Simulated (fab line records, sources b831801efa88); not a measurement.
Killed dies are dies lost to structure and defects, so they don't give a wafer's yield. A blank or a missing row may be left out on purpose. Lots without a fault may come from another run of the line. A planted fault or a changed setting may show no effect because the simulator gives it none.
Which tool did it? | flow gf180mcu | 11 lots, 33 wafers sampled, at 5 steps of a route of 602

WHAT THE GAUGES READ, wafer by wafer
GF_M4_CD_MEAS_14: target cd 280 nm. Usual: cd_nm 279.9 nm, standard deviation 1.1.
lot  | measured     | on        | cd_nm (nm)        | flag
L111 | day 23 12:35 | cd_sem-01 | 281.8 281.2 282.3 |
L115 | day 25 08:50 | cd_sem-02 | 280.4 280.6 280.3 |
L116 | day 25 16:50 | cd_sem-01 | 277.3 278.6 277.7 |
L117 | day 26 05:16 | cd_sem-01 | 279.4 277.8 277.8 |
L118 | day 26 07:29 | cd_sem-01 | 279.9 280.8 279.5 |
L124 | day 27 22:34 | cd_sem-02 | 280.2 280.8 281.1 |
L125 | day 28 09:19 | cd_sem-02 | 280.0 281.5 280.5 |
L126 | day 28 18:46 | cd_sem-01 | 278.9 278.8 279.3 |
L127 | day 28 23:52 | cd_sem-02 | 279.5 279.9 278.8 |
L131 | day 30 02:16 | cd_sem-01 | 283.3 281.7 281.7 |
L132 | day 30 06:13 | cd_sem-01 | 278.5 279.7 280.0 |

GF_M4_OVL_MEAS_15. Usual: M4_OVL 0 nm, standard deviation 5.1.
lot  | measured     | on         | M4_OVL (nm) | flag
L111 | day 23 12:43 | overlay-01 | -10 1 -3    |
L115 | day 25 08:55 | overlay-01 | 3 7 -3      |
L116 | day 25 16:56 | overlay-01 | 1 -3 -7     |
L117 | day 26 05:23 | overlay-01 | -2 -4 -6    |
L118 | day 26 07:35 | overlay-01 | 8 2 -2      |
L124 | day 27 22:41 | overlay-01 | 2 3 5       |
L125 | day 28 09:26 | overlay-02 | 8 4 1       |
L126 | day 28 19:16 | overlay-02 | 2 1 6       |
L127 | day 28 23:59 | overlay-01 | -4 5 3      |
L131 | day 30 02:23 | overlay-01 | 1 1 7       |
L132 | day 30 06:20 | overlay-01 | -6 -9 -5    |

GF_MIM_RS_MEAS_10: measures by four-point-probe. Usual: MIM_ALCU_RS 0.1603 ohm/sq, standard deviation 0.0022.
lot  | measured     | on            | MIM_ALCU_RS (ohm/sq)                      | flag
L111 | day 24 14:27 | film_metro-03 | 0.1606 0.1604 0.1611                      |
L115 | day 26 09:20 | film_metro-04 | 0.1552 0.1581 0.1557                      |
L116 | day 26 17:46 | film_metro-01 | 0.1658 0.1615 0.1605                      |
L117 | day 27 05:22 | film_metro-03 | 0.1635 0.1573 0.1583                      |
L118 | day 27 07:20 | film_metro-04 | 0.1631 0.1624 0.1653                      |
L124 | day 28 21:51 | film_metro-01 | 0.1598 0.1602 0.1619                      |
L125 | day 29 06:56 | film_metro-01 | 0.1638 0.1619 0.1615 0.1634 0.1618 0.1617 |
L126 | day 29 17:49 | film_metro-04 | 0.1624 0.1619 0.1575                      |
L127 | day 29 22:03 | film_metro-03 | 0.1599 0.1615 0.1598 0.1594 0.1616 0.1598 |
L131 | day 31 00:34 | film_metro-03 | 0.1634 0.1590 0.1596                      |
L132 | day 31 04:10 | film_metro-04 | 0.1585 0.1566 0.1589                      |

WHICH TOOL RAN EACH LOT (tool, then ch and the chambers of the sampled wafers, then the start)
lot  | GF_MIM_CVD_05                   | GF_MIM_SPUTTER_07
L111 | pecvd-03 ch 0,1,2, day 24 14:16 | pvd_sputter-01, day 24 14:21
L115 | pecvd-02 ch 0,1, day 26 09:05   | pvd_sputter-04, day 26 09:11
L116 | pecvd-02 ch 0,1,2, day 26 17:33 | pvd_sputter-03, day 26 17:38
L117 | pecvd-02 ch 0,1,2, day 27 05:10 | pvd_sputter-03, day 27 05:16
L118 | pecvd-03 ch 0,1, day 27 07:08   | pvd_sputter-03, day 27 07:13
L124 | pecvd-01 ch 0,1,2, day 28 21:40 | pvd_sputter-04, day 28 21:45
L125 | pecvd-01 ch 0,1, day 29 06:45   | pvd_sputter-04, day 29 06:50
L126 | pecvd-03 ch 0,1,2, day 29 17:34 | pvd_sputter-03, day 29 17:40
L127 | pecvd-03 ch 0,1,2, day 29 21:52 | pvd_sputter-04, day 29 21:57
L131 | pecvd-03 ch 0,1,2, day 31 00:22 | pvd_sputter-03, day 31 00:28
L132 | pecvd-01 ch 0,2, day 31 03:58   | pvd_sputter-01, day 31 04:04
- GF_MIM_CVD_05: deposits Si3N4, target thk 42 nm, time 29.086 s.
- GF_MIM_SPUTTER_07: material TiN, target thk 60 nm, time 50 s.

WHAT THE TOOLS THEMSELVES READ (means of the sampled wafers that have a number; where no wafer has one, the mark that the record gives instead)
GF_MIM_CVD_05. Usual: heater_power_w 645 W, standard deviation 65; susceptor_temp_C 384.98 C, standard deviation 0.24.
lot  | tool     | heater_power_w (W) | susceptor_temp_C (C) | flag
L111 | pecvd-03 | 588                | 385.02               |
L115 | pecvd-02 | 664                | 385.23               |
L116 | pecvd-02 | 696                | 385.21               |
L117 | pecvd-02 | 694                | 384.90               |
L118 | pecvd-03 | 601                | 385.02               |
L124 | pecvd-01 | 610                | 384.72               |
L125 | pecvd-01 | 643                | 385.09               |
L126 | pecvd-03 | 617                | 384.92               |
L127 | pecvd-03 | 659                | 384.90               |
L131 | pecvd-03 | 622                | 385.26               |
L132 | pecvd-01 | 651                | 385.06               |

GF_MIM_SPUTTER_07. Usual: throttle_valve_pct 29.3 %, standard deviation 0.82.
lot  | tool           | throttle_valve_pct (%) | flag
L111 | pvd_sputter-01 | 29.4                   |
L115 | pvd_sputter-04 | 29.7                   |
L116 | pvd_sputter-03 | 29.4                   |
L117 | pvd_sputter-03 | 29.1                   |
L118 | pvd_sputter-03 | 29.8                   |
L124 | pvd_sputter-04 | 29.1                   |
L125 | pvd_sputter-04 | 29.6                   |
L126 | pvd_sputter-03 | 29.0                   |
L127 | pvd_sputter-04 | 29.4                   |
L131 | pvd_sputter-03 | 28.9                   |
L132 | pvd_sputter-01 | 28.8                   |

THE ANSWER, worked out from the rows above alone
Rule: a lot is off if the mean of its wafers that have a number lies more than 3 standard deviations from the usual mean. A lot without any number at a reading at which 4 lots or more have one is off too. The other lots that the step has rows for count as sound. The gauges are gone through in route order, then the tools' own readings, and for those a lot's mean is taken as printed above. The first step at which some lot is off is used, and at that step the reading that is off furthest; a lot without a number counts as furthest.
No lot is off at any reading shown: from this, nothing can be told.

WHAT THE SIMULATOR HAD PUT IN
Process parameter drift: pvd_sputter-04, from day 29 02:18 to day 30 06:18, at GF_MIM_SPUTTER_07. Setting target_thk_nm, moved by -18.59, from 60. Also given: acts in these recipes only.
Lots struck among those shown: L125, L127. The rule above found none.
